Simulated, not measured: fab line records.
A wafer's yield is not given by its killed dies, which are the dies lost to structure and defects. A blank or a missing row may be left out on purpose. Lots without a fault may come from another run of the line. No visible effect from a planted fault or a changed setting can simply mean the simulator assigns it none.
Shared-tool check | flow gf180mcu | 39 wafers sampled across 13 lots

WHY IT WAS OPENED
GF_HV_LDD_OVL_MEAS_08, reading HV_LDD_OVL: flagged on 2 of 13 lots. No-fault wafers: 1.6 nm, standard deviation 1.4.
Rule: a lot is flagged when every wafer of it that has a number lies more than 4 standard deviations from that mean, or none has a number. As for the other lots, they are considered sound.

lot  | measured     | on         | HV_LDD_OVL (nm), wafer by wafer | flag
L646 | day 10 05:56 | overlay-02 | 1.0 1.4 2.2                     |
L648 | day 10 15:01 | overlay-02 | 1.4 1.7 3.2                     |
L649 | day 10 21:11 | overlay-01 | 2.6 0.6 1.3                     |
L650 | day 11 04:12 | overlay-02 | 3.3 1.4 0.8                     |
L653 | day 12 03:13 | overlay-02 | 0.3 -0.7 -0.6                   |
L654 | day 12 11:14 | overlay-02 | 2.4 4.3 4.8                     |
L655 | day 12 12:19 | overlay-02 | 3.5 2.5 0.6                     |
L656 | day 12 23:59 | overlay-02 | 0.2 2.6 0.8                     |
L658 | day 13 12:48 | overlay-02 | 3.1 1.7 2.2                     |
L665 | day 15 21:11 | overlay-02 | 298.9 296.8 295.9               | FLAGGED
L666 | day 16 04:32 | overlay-01 | 294.3 294.7 296.4               | FLAGGED
L668 | day 16 22:56 | overlay-02 | -0.1 0.9 2.1                    |
L669 | day 17 01:03 | overlay-01 | 1.2 0.7 1.4                     |
Averaged over the flagged lots the numbers come to 296.2 nm, +294.6 nm from the usual (+99 or more standard deviations).

LOT BY LOT: THE TOOL USED
2 process steps preceding the reading are held in the record, out of 602 steps in the route. Each cell gives the tool, then ch followed by the chambers the sampled wafers passed through, then the start.
lot  | flag    | GF_STI_ETCH_14                  | GF_HV_LDD_EXPOSE_04
L646 |         | rie si-01 ch 0,1, day 2 02:44   | iline stepper-02 ch 0, day 9 21:36
L648 |         | rie si-02 ch 0,1,2, day 2 12:04 | iline stepper-01 ch 0, day 10 05:22
L649 |         | rie si-02 ch 0,1,2, day 2 17:32 | iline stepper-01 ch 0, day 10 12:10
L650 |         | rie si-02 ch 1,2,3, day 2 23:05 | iline stepper-02 ch 0, day 10 20:53
L653 |         | rie si-01 ch 1,3, day 3 14:22   | iline stepper-01 ch 0, day 11 18:55
L654 |         | rie si-01 ch 1,2,3, day 3 18:53 | iline stepper-02 ch 0, day 12 01:25
L655 |         | rie si-02 ch 1,2, day 3 23:56   | iline stepper-02 ch 0, day 12 02:50
L656 |         | rie si-02 ch 1,2,3, day 4 05:55 | iline stepper-01 ch 0, day 12 14:33
L658 |         | rie si-02 ch 1,2,3, day 4 15:38 | iline stepper-02 ch 0, day 13 01:50
L665 | FLAGGED | rie si-01 ch 0,2, day 6 03:31   | iline stepper-02 ch 0, day 15 10:48
L666 | FLAGGED | rie si-01 ch 0,1, day 6 09:56   | iline stepper-02 ch 0, day 15 18:06
L668 |         | rie si-02 ch 0,1,3, day 6 20:11 | iline stepper-01 ch 0, day 16 12:04
L669 |         | rie si-02 ch 0,2, day 7 00:11   | iline stepper-01 ch 0, day 16 13:31
What these steps do:
- GF_STI_ETCH_14: etches Si in HBr/Cl2/O2, target depth 360 nm, time 102.9 s.
- GF_HV_LDD_EXPOSE_04: exposes mask Nplus LV AREA, target cd 400 nm.
- GF_HV_LDD_OVL_MEAS_08

FLAGGED AGAINST TOTAL, ONE TOOL AT A TIME (gauges that did the reading follow at the end)
step                  | tool             | lots run | flagged | share of the flagged lots | sound lots run after its first flagged lot
GF_STI_ETCH_14        | rie si-01        | 5        | 2       | all                       | 0
GF_STI_ETCH_14        | rie si-02        | 8        | 0       | none                      | -
GF_HV_LDD_EXPOSE_04   | iline stepper-01 | 6        | 0       | none                      | -
GF_HV_LDD_EXPOSE_04   | iline stepper-02 | 7        | 2       | all                       | 0
GF_HV_LDD_OVL_MEAS_08 | overlay-01       | 3        | 1       | some                      | 1 (L669)
GF_HV_LDD_OVL_MEAS_08 | overlay-02       | 10       | 1       | some                      | 1 (L668)

THE TABLE: WHAT IT ALLOWS
Every flagged lot went through 2 rows of the table: rie si-01 at GF_STI_ETCH_14 and iline stepper-02 at GF_HV_LDD_EXPOSE_04.
- rie si-01 at GF_STI_ETCH_14 ran 5 lots, 2 of them flagged. Its last sound lot is L654 (day 3 18:53), its first flagged lot L665 (day 6 03:31): a fault that began between those two fits.
- iline stepper-02 at GF_HV_LDD_EXPOSE_04 ran 7 lots, 2 of them flagged. Its last sound lot is L658 (day 13 01:50), its first flagged lot L665 (day 15 10:48): a fault that began between those two fits.
Because each of these 2 tools fits a fault that began at some hour, counting lots does not separate them. More lots, or a look at what each step does to the wafer, might.

WHAT THE SIMULATOR HAD PUT IN
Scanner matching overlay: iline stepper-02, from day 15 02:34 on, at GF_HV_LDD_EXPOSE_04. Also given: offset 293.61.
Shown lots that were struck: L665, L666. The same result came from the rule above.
